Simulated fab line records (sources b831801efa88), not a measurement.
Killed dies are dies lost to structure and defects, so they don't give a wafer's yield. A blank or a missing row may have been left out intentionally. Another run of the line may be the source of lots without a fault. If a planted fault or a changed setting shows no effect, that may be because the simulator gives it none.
fab line records	flow sky130
record: lots: 5	wafers: 15	lastDay: 50
route steps=708 shown VIA3@575 PAD_OPEN@708
lots that met no fault: taken from a fault-free run of the same line
startH: hours from the record's opening day to when the first of the lot's shown wafers began	waitH: hours since the lot's step before	" identical to the entry in the row above	L1.1+2: a row that stands for several wafers	- no value, or no start given	* or withheld: withheld	< > ~ a bound
route shown NAME@n: NAME is a module with steps in the file, n the number in the route of the first one	usual: the fault-free wafers' mean and standard deviation	same: alike in all rows	chamber/n: place in a boat	sites: the reading at each site	_std_site: standard deviation across them	_edge_site: the outer-site mean with the inner-site mean subtracted	radiusMm: for every site, how far away it sits from the centre of the wafer	mask NAME#n: copy n	behind: the tool/chamber that last shaped the wafer	hold: what put the lot on hold/how long, in hours/how the hold closed	device: the transistor (n, p or np) that didn't switch	end of line: at the end of the route, the tests of the same wafers	a step without rows: its recipe alone	killed: at the first sort, the dies lost to defects and structure; wafer yield is something else	map: dies across one wafer; x = killed, . = not, _ = none there
set.NAME: the setting the step ran with; set.NAME@STEP: the setting that earlier step ran with	model.NAME: the simulator's own value behind a step, which no gauge read
certain route steps with their lots: each step a table, each wafer a row
services: the hour from which a tool's chamber was out of use, counted from the record's first day as startH (under 0 if before that day), plus the number of hours and why
== steps ==
step: SKY_VIA3_CMP_02
recipe: material: SiO2	downForcePsi: 4	platenRpm: 60	padVelocityMS: 0.94248
usual: motorCurrentA: 12.1/1
lot.wafer	tool	chamber	startH	waitH	motorCurrentA
L591.3	cmp-01	1	933.24	0.0	11.2
L591.1	"	2	"	"	11.5
L591.6	"	2	"	"	11.0
L594.2	cmp-02	3	973.51	0.0	12.5
L594.3	"	2	"	"	12.7
L594.6	"	0	"	"	11.9
L600.3	cmp-01	2	1006.58	0.1	11.8
L600.4	"	3	"	"	10.3
L600.6	"	2	"	"	11.1
L604.4	cmp-01	0	1027.73	0.0	13.2
L604.3	"	2	"	"	11.5
L604.6	"	0	"	"	13.6
L608.2	cmp-02	3	1047.80	0.1	11.9
L608.4	"	0	"	"	12.1
L608.6	"	3	"	"	12.5
step: SKY_VIA3_BOW_MEAS_03
recipe: mode: bow
usual: VIA3_BOW: 81/7.9
lot.wafer	tool	chamber	startH	waitH	VIA3_BOW[um]
L591.1	filmMetro-02	-	933.54	0.2	89
L591.3	"	-	"	"	101
L591.6	"	-	"	"	93
L594.2	filmMetro-01	-	973.83	0.3	89
L594.3	"	-	"	"	78
L594.6	"	-	"	"	81
L600.3	filmMetro-04	-	1006.87	0.2	79
L600.4	"	-	"	"	75
L600.6	"	-	"	"	75
L604.3	filmMetro-04	-	1028.07	0.2	82
L604.4	"	-	"	"	83
L604.6	"	-	"	"	82
L608.2	filmMetro-04	-	1048.12	0.3	78
L608.4	"	-	"	"	86
L608.6	"	-	"	"	82
step: SKY_VIA3_DEHYDRATE_04
recipe: tempC: 200	timeS: 60
step: SKY_VIA3_HMDS_05
recipe: primeTimeS: 60	primeTempC: 120
step: SKY_VIA3_COAT_06
recipe: resist: BARC	tempC: withheld	timeS: withheld	spinRpm: 3000	resistThkNm: 60
step: SKY_VIA3_COAT_07
recipe: resist: KrF-thick	spinRpm: 3000	resistThkNm: 450
step: SKY_VIA3_SOFTBAKE_08
recipe: tempC: 100	timeS: 90	resist: KrF-thick
step: SKY_VIA3_EXPOSE_09
recipe: maskId: VIM3	na: 0.8	sourceShape: annular	sigmaInner: 0.55	sigmaOuter: 0.85	targetCdNm: 200	doseMj: 38
step: SKY_VIA3_PEB_10
recipe: pebTempC: withheld	pebTimeS: withheld	resist: KrF-thick
step: SKY_VIA3_DEVELOP_11
recipe: developTimeS: 60	resist: KrF-thick	devTempC: 21
step: SKY_VIA3_CD_MEAS_12
recipe: targetCdNm: 200
usual: cdNm: 200.0/1.5
lot.wafer	tool	chamber	startH	waitH	cdNm
L591.1	cdSem-02	-	957.61	-	197.9
L591.3	"	-	"	"	196.8
L591.6	"	-	"	"	197.4
L594.2	cdSem-01	-	996.63	-	197.2
L594.3	"	-	"	"	197.8
L594.6	"	-	"	"	198.4
L600.3	cdSem-02	-	1029.73	-	199.2
L600.4	"	-	"	"	197.9
L600.6	"	-	"	"	197.8
L604.3	cdSem-02	-	1049.96	-	202.4
L604.4	"	-	"	"	201.8
L604.6	"	-	"	"	202.4
L608.2	cdSem-01	-	1069.53	-	200.3
L608.4	"	-	"	"	199.7
L608.6	"	-	"	"	200.1
step: SKY_VIA3_OVL_MEAS_13
usual: VIA3_OVL: -1/5.3
lot.wafer	tool	chamber	startH	waitH	VIA3_OVL[nm]
L591.1	overlay-02	-	957.73	0.1	-6
L591.3	"	-	"	"	-4
L591.6	"	-	"	"	0
L594.2	overlay-01	-	996.74	0.1	-7
L594.3	"	-	"	"	0
L594.6	"	-	"	"	-2
L600.3	overlay-02	-	1029.82	0.1	-5
L600.4	"	-	"	"	-11
L600.6	"	-	"	"	-4
L604.3	overlay-02	-	1050.05	0.1	5
L604.4	"	-	"	"	0
L604.6	"	-	"	"	1
L608.2	overlay-02	-	1069.64	0.1	-2
L608.4	"	-	"	"	-6
L608.6	"	-	"	"	-4
step: SKY_VIA3_ETCH_14
recipe: chemistry: N2/H2	target: BARC	ionEnergyEv: 200	sourceW: 500	biasW: 100	pressureMtorr: 30	n2FlowSccm: 100	h2FlowSccm: 200	stopOn: SiO2	timeS: 45.9	targetDepthA: 600
usual: chamberPressureMTorr: 30.00/0.032	drypumpMotorCurrentA: 6.0/0.46	h2FlowSccm: 200.0/0.62	oesProductAu: 0.855/0.0052	throttleValvePct: 13.226/0.0088
lot.wafer	tool	chamber	startH	waitH	chamberPressureMTorr	drypumpMotorCurrentA	h2FlowSccm	oesProductAu	rfHoursCounterH	throttleValvePct
L591.1	rieDiel-01	2	957.77	0.0	29.98	5.7	199.4	0.857	14	13.223
L591.3	"	1	"	"	30.04	5.4	199.2	0.852	21	13.233
L591.6	"	1	"	"	30.00	5.4	199.8	0.857	-	13.225
L594.2	rieDiel-04	2	996.77	0.0	30.03	6.3	200.9	0.853	13	13.234
L594.3	"	0	"	"	30.03	5.6	199.4	0.851	6	13.216
L594.6	"	1	"	"	30.01	5.6	198.5	0.869	-	13.224
L600.3	rieDiel-04	1	1029.84	0.0	29.98	5.6	200.1	0.858	22	13.234
L600.4	"	3	"	"	29.96	6.6	200.1	0.844	9	13.234
L600.6	"	1	"	"	29.98	5.6	199.4	0.881	-	13.234
L604.3	rieDiel-01	3	1050.07	0.0	29.99	6.7	199.2	0.858	20	13.229
L604.4	"	1	"	"	29.99	5.4	199.7	0.855	24	13.225
L604.6	"	1	"	"	30.01	5.4	199.4	0.850	-	13.243
L608.2	rieDiel-01	0	1069.67	0.0	30.03	5.3	199.4	0.855	22	13.222
L608.4	"	1	"	"	30.00	5.4	199.3	0.851	25	13.234
L608.6	"	1	"	"	30.00	5.4	200.0	0.849	-	13.217
step: SKY_VIA3_ETCH_15
recipe: target: SiO2	chemistry: C4F8/O2/Ar	targetDepthNm: 507	stopOn: TiN	maskMaterial: KrF-thick	sourceW: 1500	biasW: 1200	pressureMtorr: 40	c4f8FlowSccm: withheld	O2_flow_sccm: 6	Ar_flow_sccm: 300	timeS: 78
usual: chamberPressureMTorr: 40.00/0.048	oesProductAu: 0.946/0.0052
lot.wafer	tool	chamber	startH	waitH	chamberPressureMTorr	oesProductAu	rfHoursCounterH
L591.1	rieDiel-01	2	957.81	0.0	40.02	0.941	14
L591.3	"	1	"	"	39.96	0.947	21
L591.6	"	1	"	"	39.95	0.949	-
L594.2	rieDiel-04	2	996.81	0.0	39.98	0.945	13
L594.3	"	0	"	"	40.04	0.949	6
L594.6	"	1	"	"	40.06	0.953	-
L600.3	rieDiel-04	1	1029.88	0.0	40.05	0.949	22
L600.4	"	3	"	"	40.02	0.941	9
L600.6	"	1	"	"	39.96	0.946	-
L604.3	rieDiel-01	3	1050.11	0.0	40.00	0.951	20
L604.4	"	1	"	"	39.99	0.948	24
L604.6	"	1	"	"	40.02	0.959	-
L608.2	rieDiel-01	0	1069.71	0.0	39.99	0.946	22
L608.4	"	1	"	"	40.02	0.941	25
L608.6	"	1	"	"	39.96	0.942	-
step: SKY_PAD_OPEN_PROBE_99
usual: defectLimitedYield: 82.5/1.9	killed_at_M0_to_M3: 43/6.8	killed_at_M4_up: 3.2/1.8	killedAtContacts: 24/6.2	killedAtFrontEnd: 15/4.7	killedAtOther: 0.4/0.63	killedDies: 86/9.6	killedOnRim: 17/3.9	killedOpen: 47/6.9	killedShort: 39/6.3	sort_bin_3_pad_short: 0.9/0.46	sort_bin_5_function: 10.5/1.5	sort_bin_6_memory: 6.1/1.1	sortNPass: 406/9.6	sortYieldPct: 82.5/1.9
same: grossDies: 492	killedAtBackSide: 0	sort_bin_4_leakage[%]: 0	sort_bin_8_speed[%]: 0
lot.wafer	tool	chamber	startH	waitH	defectLimitedYield[%]	killed_at_M0_to_M3	killed_at_M4_up	killedAtContacts	killedAtFrontEnd	killedAtOther	killedDies	killedOnRim	killedOpen	killedShort	sort_bin_3_pad_short[%]	sort_bin_5_function[%]	sort_bin_6_memory[%]	sortNPass	sortYieldPct[%]
L591.1	prober-01	-	1099.49	0.1	83.3	48	3	14	17	0	82	16	52	30	0.8	11.2	4.7	410	83.3
L591.3	prober-01	-	1099.59	0.2	83.9	31	5	27	15	1	79	15	44	35	1.2	7.7	7.1	413	83.9
L591.6	prober-01	-	1099.74	0.2	80.9	42	2	32	18	0	94	20	51	43	1.2	12.0	5.9	398	80.9
L594.2	prober-01	-	1131.77	0.1	84.6	39	1	22	14	0	76	15	40	36	0.8	10.0	4.7	416	84.6
L594.3	prober-01	-	1131.82	0.2	82.7	41	3	22	19	0	85	16	43	42	0.2	10.6	6.5	407	82.7
L594.6	prober-01	-	1131.97	0.2	84.3	39	1	26	11	0	77	15	46	31	1.0	8.9	5.7	415	84.3
L600.3	prober-02	-	1160.98	0.2	81.3	49	2	25	16	0	92	19	53	39	1.0	11.0	6.7	400	81.3
L600.4	prober-02	-	1161.03	0.2	83.5	39	3	20	19	0	81	20	48	32	1.0	8.7	6.7	411	83.5
L600.6	prober-02	-	1161.13	0.2	83.7	49	2	15	13	1	80	18	44	34	1.2	8.5	6.5	412	83.7
L604.3	prober-01	-	1176.11	0.2	81.5	52	2	21	15	1	91	15	52	39	0.8	11.0	6.7	401	81.5
L604.4	prober-01	-	1176.16	0.2	83.9	41	3	21	14	0	79	17	43	35	0.4	8.1	7.5	413	83.9
L604.6	prober-01	-	1176.26	0.2	82.1	48	3	19	17	1	88	18	56	32	0.4	11.2	6.3	404	82.1
L608.2	prober-01	-	1191.78	0.1	81.1	43	5	27	18	0	93	16	54	38	0.8	12.6	5.5	399	81.1
L608.4	prober-01	-	1191.88	0.2	81.3	43	2	22	24	1	92	16	61	30	0.4	11.8	6.5	400	81.3
L608.6	prober-01	-	1191.98	0.2	85.8	31	2	20	17	0	70	15	42	28	0.2	10.0	4.1	422	85.8
killed by level:class
L591.1 VIA1:geometricParticle:open=14 VIA2:geometricParticle:open=9 POLY_GATE:geometricParticle:open=8 LI_CONTACT:geometricParticle:open=7 VIA1:geometricParticle:short=5 METAL2:geometricParticle:short=5 VIA3:geometricParticle:open=5 FIELD_ISO:geometricParticle:open=3
L591.3 CONTACT:geometricParticle:open=12 VIA1:geometricParticle:open=9 LOCAL_INTERCONNECT:geometricParticle:short=7 LI_CONTACT:geometricParticle:open=6 VIA3:geometricParticle:open=5 FIELD_ISO:geometricParticle:short=4 METAL2:geometricParticle:short=4 POLY_GATE:geometricParticle:short=3
L591.6 CONTACT:geometricParticle:open=14 POLY_GATE:geometricParticle:short=9 VIA3:geometricParticle:open=9 VIA1:geometricParticle:open=8 VIA2:geometricParticle:open=7 LI_CONTACT:geometricParticle:open=5 CONTACT:geometricParticle:short=5 LI_CONTACT:geometricParticle:short=4
L594.2 VIA1:geometricParticle:open=9 VIA3:geometricParticle:open=7 VIA2:geometricParticle:open=6 FIELD_ISO:geometricParticle:short=5 LOCAL_INTERCONNECT:geometricParticle:short=5 CONTACT:geometricParticle:open=5 LI_CONTACT:geometricParticle:open=4 CONTACT:geometricParticle:short=4
L594.3 LI_CONTACT:geometricParticle:open=11 VIA1:geometricParticle:open=10 VIA2:geometricParticle:short=5 VIA1:geometricParticle:short=5 FIELD_ISO:geometricParticle:open=4 LOCAL_INTERCONNECT:geometricParticle:short=4 POLY_GATE:geometricParticle:short=4 VIA2:geometricParticle:open=4
L594.6 VIA1:geometricParticle:open=11 CONTACT:geometricParticle:short=7 CONTACT:geometricParticle:open=7 VIA2:geometricParticle:open=6 LI_CONTACT:geometricParticle:open=5 VIA3:geometricParticle:open=5 LOCAL_INTERCONNECT:geometricParticle:short=4 VIA1:geometricParticle:short=4
L600.3 VIA1:geometricParticle:open=14 CONTACT:geometricParticle:open=12 FIELD_ISO:geometricParticle:short=7 VIA2:geometricParticle:open=7 VIA1:geometricParticle:short=6 LI_CONTACT:geometricParticle:open=5 VIA3:geometricParticle:open=5 METAL2:geometricParticle:short=5
L600.4 VIA1:geometricParticle:open=10 LI_CONTACT:geometricParticle:open=9 VIA2:geometricParticle:open=9 CONTACT:geometricParticle:open=7 POLY_GATE:geometricParticle:short=5 VIA1:geometricParticle:short=5 POLY_GATE:geometricParticle:open=4 METAL1:geometricParticle:short=4
L600.6 VIA2:geometricParticle:open=11 VIA1:geometricParticle:open=10 VIA3:geometricParticle:open=7 METAL1:geometricParticle:short=6 CONTACT:geometricParticle:short=5 FIELD_ISO:geometricParticle:short=4 CONTACT:geometricParticle:open=4 METAL3:geometricParticle:short=4
L604.3 VIA3:geometricParticle:open=12 CONTACT:geometricParticle:open=8 VIA1:geometricParticle:open=8 METAL1:geometricParticle:short=7 VIA2:geometricParticle:open=6 CONTACT:geometricParticle:short=5 VIA1:geometricParticle:short=5 FIELD_ISO:geometricParticle:open=4
L604.4 VIA1:geometricParticle:open=12 LI_CONTACT:geometricParticle:open=8 CONTACT:geometricParticle:short=6 VIA2:geometricParticle:open=6 VIA3:geometricParticle:open=6 CONTACT:geometricParticle:open=5 METAL1:geometricParticle:short=5 POLY_GATE:geometricParticle:short=4
L604.6 VIA1:geometricParticle:open=10 CONTACT:geometricParticle:open=10 VIA3:geometricParticle:open=10 VIA2:geometricParticle:open=7 METAL2:geometricParticle:short=6 LI_CONTACT:geometricParticle:open=6 POLY_GATE:geometricParticle:short=5 FIELD_ISO:geometricParticle:open=4
L608.2 VIA1:geometricParticle:open=11 CONTACT:geometricParticle:open=9 LI_CONTACT:geometricParticle:open=8 VIA3:geometricParticle:open=7 METAL2:geometricParticle:short=6 FIELD_ISO:geometricParticle:short=4 FIELD_ISO:geometricParticle:open=4 POLY_GATE:geometricParticle:open=4
L608.4 VIA2:geometricParticle:open=11 VIA1:geometricParticle:open=11 FIELD_ISO:geometricParticle:open=9 CONTACT:geometricParticle:open=9 VIA3:geometricParticle:open=9 LI_CONTACT:geometricParticle:open=6 FIELD_ISO:geometricParticle:short=5 POLY_GATE:geometricParticle:open=4
L608.6 VIA1:geometricParticle:open=10 VIA3:geometricParticle:open=6 LI_CONTACT:geometricParticle:open=6 CONTACT:geometricParticle:open=6 FIELD_ISO:geometricParticle:short=4 FIELD_ISO:geometricParticle:open=4 POLY_GATE:geometricParticle:open=4 POLY_GATE:geometricParticle:short=4
== services ==
tool	chamber	startH	hours	kind
cmp-02	-	912.00	4.0	pm
cmp-02	-	916.00	-	consumableReplace:conditioner
cmp-02	-	916.00	-	consumableReplace:pad
cmp-02	-	932.93	0.9	repair
cmp-01	-	939.52	1.2	repair
rieDiel-01	3	945.74	12.3	repair
rieDiel-04	-	949.80	2.8	pm
cmp-01	-	957.95	0.5	repair
rieDiel-01	2	965.29	5.4	repair
cmp-02	-	970.11	0.4	repair
cmp-01	-	974.76	4.7	pm
cmp-01	-	982.68	4.8	repair
cmp-02	-	1002.70	7.7	pm
cmp-01	-	1021.69	1.3	repair
cmp-01	-	1023.76	2.2	repair
rieDiel-04	-	1041.67	0.4	repair
rieDiel-04	3	1064.17	2.6	repair
== key ==
firstSign: step: SKY_VIA3_ETCH_14	reading: oesProductAu	direction: up	sigmas: 5	usual: 0.855	struck: 0.881
effect none on later readings
metAt SKY_VIA3_ETCH_14
struckWafers L600.6
onsetBetween 996.77 1029.84
fault: kind: processParameterDrift	tool: rieDiel-04	chamber: -	onsetH: 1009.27	steps: SKY_VIA3_ETCH_14	channel: timeS	offset: *	shape: step	endH: 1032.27	scope: struckWafersOnly	actsIn: *	stated: *
